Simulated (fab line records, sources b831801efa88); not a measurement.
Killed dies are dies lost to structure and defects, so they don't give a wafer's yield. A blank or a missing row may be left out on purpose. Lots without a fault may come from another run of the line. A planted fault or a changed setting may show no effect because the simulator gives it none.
fab line records | flow sky130
record lots=6 wafers=18 last_day=50
route steps=708 shown METAL1@440
lots that met no fault: from a run of the same line without faults
start_h: hours from the record's first day to the start of the lot's first wafer shown | wait_h: hours since the lot's step before | " the same as in the row above | L1.1+2: a row that stands for several wafers | - no value, or no start given | * or withheld: withheld | < > ~ a bound
route shown NAME@n: a module of which the file shows steps, and the number in the route of the first | usual: mean/standard deviation of fault-free wafers | same: alike in all rows | chamber/n: place in a boat | sites: the reading at each site | _std_site: their standard deviation | _edge_site: outer sites' mean less inner sites' | radius_mm: how far each site lies from the wafer's centre | mask NAME#n: copy n | behind: the tool/chamber that last shaped the wafer | hold: why the lot was held/for how many hours/how that ended | device: the transistor (n, p or np) that didn't switch | end of line: the same wafers' tests at the end of the route | a step without rows: its recipe alone | killed: dies lost to structure and defects at the first sort, not the wafer's yield | map: a wafer's dies, x killed, . not, _ none there
set.NAME: the setting as run; set.NAME@STEP: as run at that earlier step | model.NAME: the simulator's own value behind a step, which no gauge read
lots at some steps of the route; a table a step, a row a wafer
## steps
# step SKY_METAL1_THK_MEAS_06
# recipe thk_meas_gauge=xrf reads=AlCu_of_METAL1_SPUTTER_02
# usual METAL1_ALCU_THK=246/3.4
# columns lot.wafer tool chamber start_h wait_h METAL1_ALCU_THK[nm]
L761.1 film_metro-02 - 784.52 0.1 250
L761.4 " - " " 254
L761.5 " - " " 250
L764.2 film_metro-02 - 795.56 0.1 246
L764.5 " - " " 247
L764.6 " - " " 251
L770.1 film_metro-03 - 846.73 0.1 250
L770.2 " - " " 244
L770.4 " - " " 249
L771.1 film_metro-02 - 848.15 0.1 249
L771.4 " - " " 245
L771.5 " - " " 246
L772.3 film_metro-04 - 854.80 0.1 249
L772.4 " - " " 249
L772.6 " - " " 247
L780.2 film_metro-02 - 906.87 0.1 243
L780.3 " - " " 243
L780.5 " - " " 242
# step SKY_METAL1_DEHYDRATE_07
# recipe temp_c=200 time_s=60
# step SKY_METAL1_HMDS_08
# recipe prime_time_s=60 prime_temp_c=120
# step SKY_METAL1_COAT_09
# recipe resist=BARC temp_c=withheld time_s=withheld spin_rpm=3000 resist_thk_nm=60
# step SKY_METAL1_COAT_10
# recipe resist=KrF-thick spin_rpm=3000 resist_thk_nm=450
# step SKY_METAL1_SOFTBAKE_11
# recipe temp_c=100 time_s=90 resist=KrF-thick
# step SKY_METAL1_EXPOSE_12
# recipe mask_id=MM1 na=0.8 source_shape=annular sigma_inner=0.55 sigma_outer=0.85 target_cd_nm=140 dose_mj=28
# step SKY_METAL1_PEB_13
# recipe peb_temp_c=withheld peb_time_s=withheld resist=KrF-thick
# step SKY_METAL1_DEVELOP_14
# recipe develop_time_s=60 resist=KrF-thick dev_temp_c=21
# step SKY_METAL1_CD_MEAS_15
# recipe target_cd_nm=140
# usual cd_nm=140.8/1.4
# columns lot.wafer tool chamber start_h wait_h cd_nm
L761.1 cd_sem-02 - 810.86 - 140.1
L761.4 " - " " 141.1
L761.5 " - " " 140.8
L764.2 cd_sem-02 - 821.73 - 141.5
L764.5 " - " " 141.2
L764.6 " - " " 139.5
L770.1 cd_sem-01 - 872.46 - 140.6
L770.2 " - " " 140.8
L770.4 " - " " 139.3
L771.1 cd_sem-02 - 874.46 - 140.8
L771.4 " - " " 139.5
L771.5 " - " " 139.9
L772.3 cd_sem-02 - 880.95 - 138.8
L772.4 " - " " 139.2
L772.6 " - " " 137.0
L780.2 cd_sem-02 - 931.80 - 143.3
L780.3 " - " " 145.0
L780.5 " - " " 144.0
# step SKY_METAL1_OVL_MEAS_16
# usual METAL1_OVL=-1/3.9
# columns lot.wafer tool chamber start_h wait_h METAL1_OVL[nm]
L761.1 overlay-01 - 810.98 0.1 -2
L761.4 " - " " -1
L761.5 " - " " -5
L764.2 overlay-02 - 821.84 0.1 -6
L764.5 " - " " 1
L764.6 " - " " -5
L770.1 overlay-02 - 872.58 0.1 -1
L770.2 " - " " 5
L770.4 " - " " 0
L771.1 overlay-01 - 874.58 0.1 0
L771.4 " - " " -3
L771.5 " - " " -5
L772.3 overlay-01 - 881.04 0.1 6
L772.4 " - " " 8
L772.6 " - " " 6
L780.2 overlay-02 - 931.91 0.1 -7
L780.3 " - " " 4
L780.5 " - " " 2
# step SKY_METAL1_DESCUM_17
# recipe chemistry=O2 source_power_w=150 bias_power_w=0 pressure_mtorr=10 temp_c=40 time_s=8
# usual drypump_motor_current_A=5.6/0.47 he_backside_leak_sccm=3.30/0.27 oes_product_au=0.997/0.011 temp_c=40.00/0.11
# columns lot.wafer tool chamber start_h wait_h drypump_motor_current_A he_backside_leak_sccm oes_product_au rf_hours_counter_h temp_c
L761.1 rie_metal-02 0 811.01 0.0 5.2 3.20 0.993 2 40.02
L761.4 " 1 " " 6.3 3.28 1.013 - 40.05
L761.5 " 1 " " 6.3 3.22 1.002 - 39.92
L764.2 rie_metal-02 0 821.87 0.0 5.2 3.15 0.976 3 40.06
L764.5 " 0 " " 5.2 3.00 0.976 - 40.14
L764.6 " 1 " " 6.3 4.12 1.002 - 39.92
L770.1 rie_metal-04 1 872.62 0.0 5.2 3.62 0.989 12 39.84
L770.2 " 0 " " 5.9 2.99 1.012 8 40.08
L770.4 " 1 " " 5.2 3.36 0.999 - 40.00
L771.1 rie_metal-02 0 874.61 0.0 5.2 3.16 0.988 5 40.05
L771.4 " 0 " " 5.2 3.37 0.992 - 40.15
L771.5 " 0 " " 5.2 3.03 0.976 - 40.03
L772.3 rie_metal-02 1 881.07 0.0 6.3 3.21 0.999 - 39.97
L772.4 " 0 " " 5.2 3.17 0.991 - 40.11
L772.6 " 1 " " 6.3 3.86 0.996 - 39.86
L780.2 rie_metal-02 1 931.94 0.0 6.3 3.23 1.001 15 39.92
L780.3 " 1 " " 6.3 3.23 0.993 - 40.05
L780.5 " 0 " " 5.2 2.98 0.980 - 40.00
# step SKY_METAL1_ETCH_18
# recipe chemistry=N2/H2 target=BARC ion_energy_ev=200 bias_w=100 pressure_mtorr=30 n2_flow_sccm=100 h2_flow_sccm=200 icp_w=500 stop_on=SiO2 time_s=45.9 target_depth_a=600
# usual drypump_motor_current_A=5.6/0.47 he_backside_leak_sccm=3.27/0.25 n2_flow_sccm=99.9/0.32 oes_product_au=0.855/0.005 throttle_valve_pct=13.226/0.0089
# columns lot.wafer tool chamber start_h wait_h drypump_motor_current_A he_backside_leak_sccm n2_flow_sccm oes_product_au rf_hours_counter_h throttle_valve_pct model.KrF-thick_of_METAL1_COAT_10.thk_nm
L761.1 rie_metal-02 0 811.04 0.0 5.2 2.95 99.9 0.856 2 13.212 394.6
L761.4 " 1 " " 6.3 3.07 100.1 0.849 - 13.236 393
L761.5 " 1 " " 6.4 3.29 99.9 0.853 - 13.223 393.1
L764.2 rie_metal-02 0 821.90 0.0 5.2 3.15 100.2 0.863 3 13.225 395.8
L764.5 " 0 " " 5.2 3.17 99.8 0.848 - 13.235 395.2
L764.6 " 1 " " 6.4 3.22 100.1 0.858 - 13.230 394.5
L770.1 rie_metal-04 1 872.65 0.0 5.2 3.41 100.1 0.859 12 13.228 394
L770.2 " 0 " " 5.9 2.94 100.0 0.853 8 13.236 394.2
L770.4 " 1 " " 5.2 3.43 100.4 0.860 - 13.232 394.1
L771.1 rie_metal-02 0 874.64 0.0 5.2 2.95 99.2 0.848 5 13.227 397.3
L771.4 " 0 " " 5.2 2.92 100.0 0.854 - 13.208 396.8
L771.5 " 0 " " 5.2 3.03 100.0 0.850 - 13.222 396.8
L772.3 rie_metal-02 1 881.11 0.0 6.3 3.19 99.9 0.862 - 13.226 394.8
L772.4 " 0 " " 5.2 3.25 99.6 0.853 - 13.224 397.3
L772.6 " 1 " " 6.3 3.14 99.8 0.864 - 13.226 394
L780.2 rie_metal-02 1 931.97 0.0 6.4 3.25 99.7 0.859 15 13.228 393
L780.3 " 1 " " 6.4 3.14 100.2 0.861 - 13.217 392.4
L780.5 " 0 " " 5.2 3.03 99.6 0.851 - 13.234 395
# step SKY_METAL1_METAL_ETCH_19
# recipe target_depth_a=3600 stop_on=SiO2 over_etch_frac=0.3 time_s=78 chemistry=Cl2/BCl3 resist_sidewall_deg=88 pressure_mtorr=10 icp_w=900 bias_w=48.5 Cl2_flow_sccm=60 bcl3_flow_sccm=30
# usual drypump_motor_current_A=5.6/0.47 he_backside_leak_sccm=3.3/0.37 oes_product_au=0.854/0.0071 throttle_valve_pct=22.263/0.0087
# columns lot.wafer tool chamber start_h wait_h drypump_motor_current_A he_backside_leak_sccm oes_product_au rf_hours_counter_h throttle_valve_pct
L761.1 rie_metal-02 0 811.11 0.0 5.2 2.9 0.867 2 22.264
L761.4 " 1 " " 6.3 3.2 0.853 - 22.244
L761.5 " 1 " " 6.3 3.2 0.855 - 22.261
L764.2 rie_metal-02 0 821.96 0.0 5.2 3.1 0.854 3 22.252
L764.5 " 0 " " 5.2 3.1 0.862 - 22.276
L764.6 " 1 " " 6.3 3.2 0.856 - 22.268
L770.1 rie_metal-04 1 872.72 0.0 5.1 3.2 0.860 12 22.233
L770.2 " 0 " " 5.9 3.2 0.852 8 22.270
L770.4 " 1 " " 5.1 3.3 0.859 - 22.247
L771.1 rie_metal-02 0 874.71 0.0 5.2 3.1 0.854 5 22.261
L771.4 " 0 " " 5.2 3.1 0.852 - 22.254
L771.5 " 0 " " 5.2 3.1 0.853 - 22.249
L772.3 rie_metal-02 1 881.19 0.1 6.3 3.3 0.846 - 22.263
L772.4 " 0 " " 5.2 2.8 0.852 - 22.263
L772.6 " 1 " " 6.4 3.2 0.854 - 22.262
L780.2 rie_metal-02 1 932.03 0.0 6.3 3.3 0.850 15 22.262
L780.3 " 1 " " 6.4 3.2 0.861 - 22.261
L780.5 " 0 " " 5.2 3.0 0.845 - 22.258
## key
first_sign none at tools or gauges
model_effect step=SKY_METAL1_ETCH_18 value=KrF-thick_of_METAL1_COAT_10.thk_nm without=393.9 struck=396.2
met_at SKY_METAL1_ETCH_18
struck_wafers L771.1,L771.4,L771.5,L772.3,L772.4,L772.6
onset_between 821.90 874.64
fault kind=process_parameter_drift tool=rie_metal-02 chamber=- onset_h=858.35 steps=SKY_METAL1_ETCH_18 channel=ion_energy_ev offset=-32 shape=step end_h=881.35 acts_in=these_recipes_only stated=200
